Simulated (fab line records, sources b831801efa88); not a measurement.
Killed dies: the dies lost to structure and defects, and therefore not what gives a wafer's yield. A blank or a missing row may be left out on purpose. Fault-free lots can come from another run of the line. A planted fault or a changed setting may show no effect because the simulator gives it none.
A single fault, viewed from 2 desks | flow sky130 | only its own numbers are on each desk; what lay behind them is given at the end

AT THE TOOL OWNER'S DESK: pvd sputter-01
The tool's own readings at SKY_CAPM_SPUTTER_02 (material TiN, target thk 200 nm, time 166.7 s): means of the sampled wafers that have a number, for each lot that ran on this tool. Marked OUT: a lot whose mean sits more than 4 standard deviations from the usual mean, which makes it out of limits; the brackets give that distance.
Columns: A = throttle valve pct at SKY_CAPM_SPUTTER_02, usual 29.8 %
lot  | first seen here | A
L918 | day 38 01:34    | 29.9
L920 | day 38 02:30    | 28.7
L921 | day 38 09:13    | 30.1
L929 | day 40 22:54    | 29.9
This desk found nothing out of limits on any of the 4 lots.

METROLOGY DESK
Means of the sampled wafers that have a number, per lot and without regard to the tool the lot ran on: this is what the gauges read. Marked OUT: a lot whose mean sits more than 4 standard deviations from the usual mean, which makes it out of limits; the brackets give that distance.
Columns: A = SD_N_TW at SKY_SD_N_TW_MEAS_12, usual 3978; B = LI_CONTACT_W_RS at SKY_LI_CONTACT_RS_MEAS_22, usual 0.282 ohm/sq; C = cd nm at SKY_LOCAL_INTERCONNECT_CD_MEAS_11, usual 169.9 nm; D = CAPM_TIN_RS at SKY_CAPM_RS_MEAS_03, usual 6.90 ohm/sq; E = CAPM_TIN_THK at SKY_CAPM_THK_MEAS_04, usual 200.7 nm
lot  | first seen here | A    | B     | C     | D    | E
L915 | day 29 04:27    | 3971 | 0.283 | 170.0 | 6.88 | 201.6
L919 | day 29 16:28    | 3892 | 0.282 | 170.8 | 6.78 | 204.2
L918 | day 29 16:36    | 3983 | 0.277 | 169.5 | 6.94 | 199.1
L920 | day 29 18:05    | 3905 | 0.282 | 170.0 | 6.94 | 198.6
L921 | day 30 03:17    | 4009 | 0.286 | 168.9 | 6.94 | 200.0
L922 | day 30 19:37    | 3988 | 0.285 | 171.0 | 6.87 | 202.6
L923 | day 30 23:22    | 4014 | 0.280 | 169.3 | 6.91 | 200.1
L929 | day 32 22:19    | 4018 | 0.288 | 168.0 | 6.76 | 205.3
L935 | day 34 18:13    | 4013 | 0.281 | 169.6 | 6.82 | 203.3
L938 | day 35 18:24    | 3998 | 0.284 | 171.5 | 6.94 | 200.5
This desk found nothing out of limits on any of the 10 lots.

BROUGHT TOGETHER
Nothing out of limits was seen by the tool owner's desk.
At the metrology desk, nothing out of limits was observed.

WHAT THE SIMULATOR HAD INSERTED
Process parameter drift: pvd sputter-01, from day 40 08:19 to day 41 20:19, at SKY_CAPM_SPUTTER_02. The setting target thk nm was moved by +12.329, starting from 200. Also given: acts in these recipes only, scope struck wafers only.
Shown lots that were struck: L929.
